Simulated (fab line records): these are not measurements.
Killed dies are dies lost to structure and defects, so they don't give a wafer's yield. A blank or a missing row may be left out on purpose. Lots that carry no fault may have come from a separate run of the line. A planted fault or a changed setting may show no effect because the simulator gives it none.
fab line records	flow sky130
record: lots: 6	wafers: 18	lastDay: 50
route steps=708 shown VIA4@645 PAD_OPEN@708
lots with no fault: from the same line, run without faults
startH: the number of hours between the record's first day and the start of the first shown wafer of the lot	waitH: how many hours have passed since the lot's step before this one	" repeats the value in the row above	L1.1+2: a single row standing in for several wafers	- no value, or no start was given	* or withheld: withheld	< > ~ a bound
route shown NAME@n: names a module that has steps shown in the file, with the first one's number in the route	usual: mean and standard deviation over wafers with no fault	same: alike in all rows	chamber/n: place in a boat	sites: the reading at each site	_std_site: how widely they spread, as a standard deviation	_edge_site: mean of outer sites minus mean of inner sites	radiusMm: for every site, how far away it sits from the centre of the wafer	mask NAME#n: copy n	behind: the last tool/chamber to shape the wafer	hold: what put the lot on hold/how long, in hours/how the hold closed	device: whichever transistor did not switch (one of n, p or np)	end of line: tests run on the same wafers once the route is complete	for a step that has no rows: nothing shown but its recipe	killed: not the wafer's yield, but the dies lost to structure and defects at the first sort	map: the dies of a wafer, with x for killed, . for not killed, _ for no die there
set.NAME: the setting that was run; set.NAME@STEP: the one run at that earlier step	model.NAME: the simulator's own value behind a step, which no gauge read
lots seen at some steps along the route; tables by step, rows by wafer
services: a tool's chamber out of use, with start hour (startH, from the record's first day; less than 0 if before it), hours out, and reason
== steps ==
step: SKY_VIA4_COAT_06
recipe: resist: NOVOLAK	spinRpm: 3000	resistThkNm: 1140
step: SKY_VIA4_SOFTBAKE_07
recipe: tempC: 90	timeS: 60	resist: NOVOLAK
step: SKY_VIA4_EXPOSE_08
recipe: maskId: VIM4	na: 0.6	sourceShape: conventional	sigmaOuter: 0.6	polarization: unpolarized	targetCdNm: 800	doseMj: 132
step: SKY_VIA4_PEB_09
recipe: tempC: withheld	timeS: *	resist: NOVOLAK
step: SKY_VIA4_DEVELOP_10
recipe: resist: NOVOLAK	developer: TMAH	developTimeS: 60	devTempC: 23
step: SKY_VIA4_OVL_MEAS_11
usual: VIA4_OVL: -1.1/1.6
lot.wafer	tool	chamber	startH	waitH	VIA4_OVL[nm]
L574.1	overlay-02	-	1028.12	0.1	-1.0
L574.4	"	-	"	"	0.2
L574.6	"	-	"	"	-1.8
L575.2	overlay-02	-	1050.85	0.1	-1.5
L575.3	"	-	"	"	-3.2
L575.6	"	-	"	"	-0.9
L583.2	overlay-02	-	1101.74	0.1	0.0
L583.3	"	-	"	"	-0.6
L583.5	"	-	"	"	-0.3
L587.1	overlay-02	-	1112.10	0.1	-2.9
L587.3	"	-	"	"	-1.9
L587.6	"	-	"	"	-2.0
L589.2	overlay-01	-	1122.99	0.1	1.0
L589.3	"	-	"	"	1.3
L589.4	"	-	"	"	2.1
L592.2	overlay-02	-	1136.62	0.1	-3.6
L592.4	"	-	"	"	-2.0
L592.6	"	-	"	"	-1.0
step: SKY_VIA4_ETCH_12
recipe: target: SiO2	chemistry: C4F8/O2/Ar	stopOn: TiN	maskMaterial: NOVOLAK	sourceW: 1500	biasW: 1200	pressureMtorr: 40	c4f8FlowSccm: withheld	O2_flow_sccm: 6	Ar_flow_sccm: 300	timeS: withheld	targetDepthA: 5800
usual: oesProductAu: 0.927/0.0048
lot.wafer	tool	chamber	startH	waitH	oesProductAu
L574.1	rieDiel-01	2	1028.15	0.0	0.920
L574.4	"	2	"	"	0.932
L574.6	"	3	"	"	0.925
L575.2	rieDiel-01	3	1050.88	0.0	0.930
L575.3	"	2	"	"	0.917
L575.6	"	1	"	"	0.923
L583.2	rieDiel-01	1	1101.77	0.0	0.926
L583.3	"	3	"	"	0.928
L583.5	"	1	"	"	0.918
L587.1	rieDiel-02	1	1112.14	0.0	0.925
L587.3	"	2	"	"	0.924
L587.6	"	1	"	"	0.936
L589.2	rieDiel-01	1	1123.02	0.0	0.929
L589.3	"	2	"	"	0.922
L589.4	"	3	"	"	0.921
L592.2	rieDiel-02	0	1136.65	0.0	0.928
L592.4	"	3	"	"	0.918
L592.6	"	1	"	"	0.928
step: SKY_VIA4_STRIP_13
recipe: chemistry: O2/N2	powerW: 1400	pressureMtorr: 1500	platenTempC: withheld	o2FlowSccm: 3000	n2FlowSccm: 300	overashFraction: 0.5
usual: drypumpMotorCurrentA: 5.6/0.41	oesProductAu: 0.709/0.0048	stripTimeToEndpointS: 12.802/0.023
lot.wafer	tool	chamber	startH	waitH	drypumpMotorCurrentA	oesProductAu	rfHoursCounterH	stripTimeToEndpointS
L574.1	plasmaAsher-04	0	1028.22	-	6.1	0.709	121	12.784
L574.4	"	0	"	"	6.2	0.705	-	12.836
L574.6	"	1	"	"	6.2	0.717	-	12.798
L575.2	plasmaAsher-04	0	1050.96	-	6.1	0.707	123	12.824
L575.3	"	0	"	"	6.1	0.715	-	12.803
L575.6	"	1	"	"	6.2	0.703	-	12.787
L583.2	plasmaAsher-04	0	1101.84	-	6.2	0.711	4	12.810
L583.3	"	0	"	"	6.1	0.708	-	12.787
L583.5	"	0	"	"	6.1	0.709	-	12.805
L587.1	plasmaAsher-02	0	1112.21	-	5.1	0.710	63	12.815
L587.3	"	0	"	"	5.1	0.707	-	12.791
L587.6	"	0	"	"	5.1	0.708	-	12.779
L589.2	plasmaAsher-03	1	1123.09	-	5.9	0.710	102	12.813
L589.3	"	1	"	"	5.9	0.704	-	12.824
L589.4	"	0	"	"	5.3	0.713	-	12.828
L592.2	plasmaAsher-03	0	1136.73	-	5.3	0.709	103	12.838
L592.4	"	1	"	"	5.9	0.709	-	12.801
L592.6	"	1	"	"	5.9	0.711	-	12.777
step: SKY_VIA4_STRIP_14
recipe: chemistry: postEtchResidueRemover	timeS: 1200	tempC: 72.5
step: SKY_VIA4_CLEAN_15
recipe: chemistry: IPA	timeS: 180	tempC: 25
step: SKY_VIA4_CLEAN_16
recipe: chemistry: O3/DIW	dry: n2Spin
step: SKY_VIA4_SPUTTER_17
recipe: material: TiN	targetThkNm: 20	chamberPressurePa: 5	powerW: 4000	timeS: 80
usual: throttleValvePct: 29.7/1.1
lot.wafer	tool	chamber	startH	waitH	throttleValvePct
L574.1	pvdSputter-04	-	1028.82	0.0	28.3
L574.4	"	-	"	"	28.7
L574.6	"	-	"	"	29.9
L575.2	pvdSputter-03	-	1051.55	0.0	30.8
L575.3	"	-	"	"	30.4
L575.6	"	-	"	"	27.8
L583.2	pvdSputter-02	-	1102.52	0.0	30.3
L583.3	"	-	"	"	28.7
L583.5	"	-	"	"	29.6
L587.1	pvdSputter-04	-	1112.84	0.0	29.7
L587.3	"	-	"	"	28.8
L587.6	"	-	"	"	29.0
L589.2	pvdSputter-04	-	1123.68	0.0	29.9
L589.3	"	-	"	"	28.3
L589.4	"	-	"	"	30.0
L592.2	pvdSputter-04	-	1137.32	0.0	30.3
L592.4	"	-	"	"	28.5
L592.6	"	-	"	"	28.5
step: SKY_VIA4_CVD_18
recipe: material: W	targetThkNm: 505	timeS: 152.14	tempC: 400	pressureTorr: 40
usual: chamberPressureTorr: 39.99/0.1	heaterPowerW: 914/60	susceptorTempC: 400.04/0.22
lot.wafer	tool	chamber	startH	waitH	chamberPressureTorr	heaterPowerW	susceptorTempC
L574.1	cvdW-01	0	1028.88	0.0	40.00	812	400.02
L574.4	"	1	"	"	39.97	967	400.06
L574.6	"	0	"	"	39.92	803	399.92
L575.2	cvdW-02	0	1051.62	0.0	40.16	926	400.02
L575.3	"	0	"	"	39.96	902	400.37
L575.6	"	0	"	"	39.97	914	399.86
L583.2	cvdW-01	1	1102.58	0.0	41.73	963	400.47
L583.3	"	1	"	"	41.80	993	400.26
L583.5	"	0	"	"	41.73	811	400.36
L587.1	cvdW-01	0	1112.90	0.0	41.65	826	399.81
L587.3	"	1	"	"	41.57	958	400.20
L587.6	"	0	"	"	41.80	807	399.79
L589.2	cvdW-02	0	1123.74	0.0	40.12	931	400.13
L589.3	"	1	"	"	39.97	953	399.95
L589.4	"	0	"	"	39.96	937	400.05
L592.2	cvdW-02	0	1137.38	0.0	40.06	938	400.26
L592.4	"	0	"	"	40.03	916	400.25
L592.6	"	0	"	"	40.06	923	400.32
step: SKY_VIA4_RS_MEAS_19
recipe: thkMeasGauge: four-point-probe	reads: W_of_VIA4_CVD_18+TiN_of_VIA4_SPUTTER_17
usual: VIA4_W_RS: 0.224/0.0045
lot.wafer	tool	chamber	startH	waitH	VIA4_W_RS[ohm/sq]
L574.1	filmMetro-02	-	1029.03	0.1	0.226
L574.4	"	-	"	"	0.225
L574.6	"	-	"	"	0.225
L575.2	filmMetro-03	-	1051.80	0.1	0.216
L575.3	"	-	"	"	0.218
L575.6	"	-	"	"	0.218
L583.2	filmMetro-03	-	1102.76	0.1	0.220
L583.3	"	-	"	"	0.219
L583.5	"	-	"	"	0.224
L587.1	filmMetro-03	-	1113.05	0.1	0.220
L587.3	"	-	"	"	0.221
L587.6	"	-	"	"	0.221
L589.2	filmMetro-03	-	1123.92	0.1	0.214
L589.3	"	-	"	"	0.223
L589.4	"	-	"	"	0.215
L592.2	filmMetro-02	-	1137.55	0.1	0.217
L592.4	"	-	"	"	0.216
L592.6	"	-	"	"	0.218
step: SKY_PAD_OPEN_PROBE_99
usual: defectLimitedYield: 82.4/2.1	killed_at_M0_to_M3: 44/7.4	killed_at_M4_up: 3.2/2	killedAtContacts: 24/5.1	killedAtFrontEnd: 15/4.8	killedAtOther: 0.2/0.46	killedDies: 86/10	killedOpen: 47/7.5	killedShort: 39/7	sort_bin_3_pad_short: 0.9/0.4	sort_bin_5_function: 10.4/1.5	sort_bin_6_memory: 6.3/1.2	sortNPass: 406/10	sortYieldPct: 82.4/2.1
same: grossDies: 492	killedAtBackSide: 0	sort_bin_4_leakage[%]: 0	sort_bin_8_speed[%]: 0
lot.wafer	tool	chamber	startH	waitH	defectLimitedYield[%]	killed_at_M0_to_M3	killed_at_M4_up	killedAtContacts	killedAtFrontEnd	killedAtOther	killedDies	killedOpen	killedShort	sort_bin_3_pad_short[%]	sort_bin_5_function[%]	sort_bin_6_memory[%]	sortNPass	sortYieldPct[%]
L575.2	prober-02	-	1117.75	0.1	80.1	48	1	21	28	0	98	49	49	1.2	13.2	5.5	394	80.1
L575.3	prober-02	-	1117.80	0.2	80.3	47	3	31	16	0	97	56	41	1.6	11.8	6.3	395	80.3
L575.6	prober-02	-	1117.95	0.2	86.0	45	2	12	10	0	69	35	34	0.8	9.6	3.7	423	86.0
L583.2	prober-02	-	1163.76	0.1	78.7	61	5	26	13	0	105	53	52	1.6	11.8	7.9	387	78.7
L583.3	prober-02	-	1163.81	0.2	83.3	49	2	21	10	0	82	49	32	1.0	10.4	5.3	410	83.3
L583.5	prober-02	-	1163.91	0.2	82.5	52	0	20	14	0	86	47	39	0.4	9.1	7.9	406	82.5
L587.1	prober-02	-	1173.44	0.1	83.7	33	5	28	14	0	80	42	38	0.6	9.8	5.9	412	83.7
L587.3	prober-02	-	1173.54	0.2	81.5	41	6	27	17	0	91	54	37	1.0	10.4	7.1	401	81.5
L587.6	prober-02	-	1173.69	0.2	83.7	41	3	20	16	0	80	35	45	1.4	8.9	5.9	412	83.7
L589.2	prober-02	-	1182.82	0.1	86.4	31	3	24	9	0	67	33	34	1.0	7.5	5.1	425	86.4
L589.3	prober-02	-	1182.87	0.2	83.1	34	5	26	18	0	83	41	42	0.6	10.2	6.1	409	83.1
L589.4	prober-02	-	1182.92	0.2	83.1	44	6	21	11	1	83	46	37	1.2	9.8	5.9	409	83.1
L592.2	prober-01	-	1193.40	0.1	83.5	34	1	28	18	0	81	48	33	0.8	9.8	5.9	411	83.5
L592.4	prober-01	-	1193.50	0.2	79.5	59	4	18	20	0	101	57	44	0.2	12.8	7.5	391	79.5
L592.6	prober-01	-	1193.60	0.2	82.1	48	6	19	15	0	88	54	34	0.8	9.1	7.9	404	82.1
killed by level:class
L575.2 VIA1:geometricParticle:open=13 POLY_GATE:geometricParticle:short=9 CONTACT:geometricParticle:open=8 VIA1:geometricParticle:short=7 FIELD_ISO:geometricParticle:open=6 METAL1:geometricParticle:short=6 METAL2:geometricParticle:short=6 FIELD_ISO:geometricParticle:short=5
L575.3 VIA1:geometricParticle:open=11 LI_CONTACT:geometricParticle:open=9 CONTACT:geometricParticle:open=9 VIA2:geometricParticle:open=8 METAL1:geometricParticle:short=7 VIA3:geometricParticle:open=6 FIELD_ISO:geometricParticle:open=5 FIELD_ISO:geometricParticle:short=5
L575.6 VIA1:geometricParticle:open=12 VIA2:geometricParticle:open=10 FIELD_ISO:geometricParticle:short=6 VIA1:geometricParticle:short=4 METAL2:geometricParticle:short=4 VIA2:geometricParticle:short=4 LOCAL_INTERCONNECT:geometricParticle:short=3 CONTACT:geometricParticle:short=3
L583.2 VIA3:geometricParticle:open=11 VIA1:geometricParticle:open=10 METAL1:geometricParticle:short=10 VIA1:geometricParticle:short=10 LI_CONTACT:geometricParticle:open=8 CONTACT:geometricParticle:short=7 FIELD_ISO:geometricParticle:open=5 CONTACT:geometricParticle:open=5
L583.3 VIA2:geometricParticle:open=13 VIA1:geometricParticle:open=11 CONTACT:geometricParticle:open=9 LI_CONTACT:geometricParticle:open=7 METAL1:geometricParticle:short=5 VIA1:geometricParticle:short=4 VIA2:geometricParticle:short=4 FIELD_ISO:geometricParticle:short=3
L583.5 VIA2:geometricParticle:open=11 VIA1:geometricParticle:open=10 CONTACT:geometricParticle:open=9 METAL1:geometricParticle:short=9 METAL2:geometricParticle:short=5 FIELD_ISO:geometricParticle:open=4 LI_CONTACT:geometricParticle:short=4 LI_CONTACT:geometricParticle:open=4
L587.1 CONTACT:geometricParticle:open=10 CONTACT:geometricParticle:short=7 POLY_GATE:geometricParticle:open=6 VIA2:geometricParticle:open=6 LI_CONTACT:geometricParticle:open=5 POLY_GATE:geometricParticle:short=4 METAL2:geometricParticle:short=4 VIA1:geometricParticle:open=4
L587.3 CONTACT:geometricParticle:open=10 VIA1:geometricParticle:open=9 VIA3:geometricParticle:open=9 LOCAL_INTERCONNECT:geometricParticle:short=8 POLY_GATE:geometricParticle:short=5 LI_CONTACT:geometricParticle:open=5 METAL4:geometricParticle:short=5 METAL2:geometricParticle:short=5
L587.6 CONTACT:geometricParticle:open=10 VIA2:geometricParticle:open=10 VIA1:geometricParticle:short=7 FIELD_ISO:geometricParticle:short=5 LI_CONTACT:geometricParticle:short=5 POLY_GATE:geometricParticle:short=5 VIA1:geometricParticle:open=5 METAL2:geometricParticle:short=4
L589.2 CONTACT:geometricParticle:open=9 VIA1:geometricParticle:open=6 METAL1:geometricParticle:short=5 LI_CONTACT:geometricParticle:open=4 LOCAL_INTERCONNECT:geometricParticle:short=4 VIA3:geometricParticle:open=4 LI_CONTACT:geometricParticle:short=3 CONTACT:geometricParticle:short=3
L589.3 CONTACT:geometricParticle:open=9 VIA1:geometricParticle:short=9 LI_CONTACT:geometricParticle:open=7 FIELD_ISO:geometricParticle:open=5 CONTACT:geometricParticle:short=5 VIA1:geometricParticle:open=5 METAL2:geometricParticle:short=5 METAL4:geometricParticle:short=5
L589.4 VIA1:geometricParticle:open=10 CONTACT:geometricParticle:open=9 METAL1:geometricParticle:short=9 VIA2:geometricParticle:open=7 VIA3:geometricParticle:open=7 POLY_GATE:geometricParticle:short=5 LI_CONTACT:geometricParticle:open=4 METAL4:geometricParticle:short=4
L592.2 VIA1:geometricParticle:open=14 LI_CONTACT:geometricParticle:open=11 CONTACT:geometricParticle:open=6 METAL2:geometricParticle:short=6 FIELD_ISO:geometricParticle:short=5 FIELD_ISO:geometricParticle:open=5 LOCAL_INTERCONNECT:geometricParticle:short=5 VIA1:geometricParticle:short=5
L592.4 VIA1:geometricParticle:open=15 METAL1:geometricParticle:short=9 POLY_GATE:geometricParticle:short=7 LI_CONTACT:geometricParticle:open=7 CONTACT:geometricParticle:open=6 METAL2:geometricParticle:open=6 METAL2:geometricParticle:short=5 METAL3:geometricParticle:short=5
L592.6 VIA1:geometricParticle:open=15 POLY_GATE:geometricParticle:open=7 CONTACT:geometricParticle:open=6 FIELD_ISO:geometricParticle:open=5 VIA3:geometricParticle:open=5 METAL2:geometricParticle:short=5 METAL1:geometricParticle:short=4 LOCAL_INTERCONNECT:geometricParticle:short=4
== services ==
tool	chamber	startH	hours	kind
rieDiel-01	3	1006.96	6.3	repair
rieDiel-02	2	1014.51	4.0	repair
cvdW-02	-	1014.91	2.0	repair
pvdSputter-04	-	1017.32	0.9	repair
rieDiel-01	0	1020.68	-	clean
rieDiel-01	0	1020.68	18.5	scheduledDown
rieDiel-01	0	1020.68	18.5	ventCycle
plasmaAsher-02	-	1020.99	14.6	pm
pvdSputter-03	-	1044.63	1.0	repair
cvdW-02	0	1051.50	-	calibration
plasmaAsher-04	-	1055.25	9.0	pm
plasmaAsher-04	0	1055.25	9.0	ventCycle
plasmaAsher-04	1	1055.25	9.0	ventCycle
pvdSputter-04	-	1060.28	27.0	repair
plasmaAsher-03	-	1069.45	7.2	repair
rieDiel-02	3	1073.81	6.2	repair
cvdW-01	1	1083.17	19.2	repair
pvdSputter-03	-	1095.03	0.6	repair
pvdSputter-02	-	1110.58	10.9	repair
rieDiel-01	-	1115.16	0.2	repair
pvdSputter-02	-	1123.22	4.9	repair
rieDiel-02	3	1129.41	3.9	repair
rieDiel-02	2	1133.10	6.2	repair
plasmaAsher-04	-	1135.16	2.7	repair
== key ==
firstSign: step: SKY_VIA4_CVD_18	reading: chamberPressureTorr	direction: up	sigmas: 17	usual: 39.99	struck: 41.71
effect none on later readings
metAt SKY_VIA4_CVD_18
struckWafers L583.2,L583.3,L583.5,L587.1,L587.3,L587.6
onsetBetween 1028.88 1102.58
fault: kind: processParameterDrift	tool: cvdW-01	chamber: -	onsetH: 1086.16	steps: SKY_VIA4_CVD_18	channel: pressureTorr	offset: 1.7129	shape: step	endH: 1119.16	actsIn: theseRecipesOnly	stated: 40
